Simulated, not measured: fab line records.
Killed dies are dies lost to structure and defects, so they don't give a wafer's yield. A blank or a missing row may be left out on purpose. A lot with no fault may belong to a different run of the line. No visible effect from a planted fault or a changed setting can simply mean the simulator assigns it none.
One fault through the eyes of 2 desks || flow sky130 || numbers are kept per desk, each desk with only its own; the story behind them comes last

## AT THE METROLOGY DESK
What the gauges read, lot by lot, whatever tool the lot ran on: means of the sampled wafers that have a number. Marked OUT: a lot whose mean sits more than 4 standard deviations from the usual mean, which makes it out of limits; the brackets give that distance.
Columns: A = CONTACT_W_THK at SKY_CONTACT_THK_MEAS_26, usual 342 nm
{"lot": "L271", "first seen here": "day 32 04:13", "A": 339}
{"lot": "L272", "first seen here": "day 32 07:32", "A": 349}
{"lot": "L273", "first seen here": "day 32 11:47", "A": 346}
{"lot": "L275", "first seen here": "day 32 16:20", "A": 352}
{"lot": "L276", "first seen here": "day 33 17:50", "A": 338}
{"lot": "L278", "first seen here": "day 33 21:56", "A": 341}
{"lot": "L281", "first seen here": "day 35 04:47", "A": 347}
{"lot": "L283", "first seen here": "day 35 20:28", "A": 347}
{"lot": "L284", "first seen here": "day 36 02:26", "A": 338}
{"lot": "L286", "first seen here": "day 36 10:38", "A": 347}
{"lot": "L292", "first seen here": "day 38 08:16", "A": 340}
This desk found nothing out of limits on any of the 11 lots.

## FOR THE TOOL OWNER'S DESK: rieMetal-04
The tool's own readings at SKY_METAL1_METAL_ETCH_19 (etches the open film in Cl2/BCl3, stops on SiO2, target depth 360 nm, time 78 s): means of the sampled wafers that have a number, for each lot that ran on this tool. Marked OUT: a lot whose mean sits more than 4 standard deviations from the usual mean, which makes it out of limits; the brackets give that distance.
Columns: A = drypumpMotorCurrentA at SKY_METAL1_METAL_ETCH_19, usual 5.4 A; B = oesProductAu at SKY_METAL1_METAL_ETCH_19, usual 0.855 a.u.; C = throttleValvePct at SKY_METAL1_METAL_ETCH_19, usual 22.264 %
{"lot": "L273", "first seen here": "day 33 15:27", "A": 5.2, "B": 0.857, "C": 22.261}
{"lot": "L278", "first seen here": "day 35 01:17", "A": 5.6, "B": 0.845, "C": 22.269}
{"lot": "L284", "first seen here": "day 37 05:27", "A": 5.2, "B": 0.855, "C": 22.260}
{"lot": "L292", "first seen here": "day 39 10:25", "A": 5.6, "B": "0.908 (+7.9) OUT", "C": 22.265}
Finding of this desk: L292 out of limits; the first was L292 at day 39 10:25, on oesProductAu at SKY_METAL1_METAL_ETCH_19. L273, L278, L284 stayed within limits.

## TAKEN TOGETHER
At day 39 10:25, on L292, the tool owner's desk was in a position to raise an alarm.
Nothing out of limits was seen by the metrology desk.
The metrology desk holds a record of L292, inside its limits.
On rieMetal-04, each named lot ran SKY_METAL1_METAL_ETCH_19.

## WHAT THE SIMULATOR HAD INSERTED
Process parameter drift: rieMetal-04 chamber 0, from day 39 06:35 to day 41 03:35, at SKY_METAL1_METAL_ETCH_19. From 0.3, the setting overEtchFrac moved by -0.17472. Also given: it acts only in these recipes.
Lots struck among those shown: L292.
Each desk's first reading out of limits, in hours after the fault started: the tool owner's desk, 4.
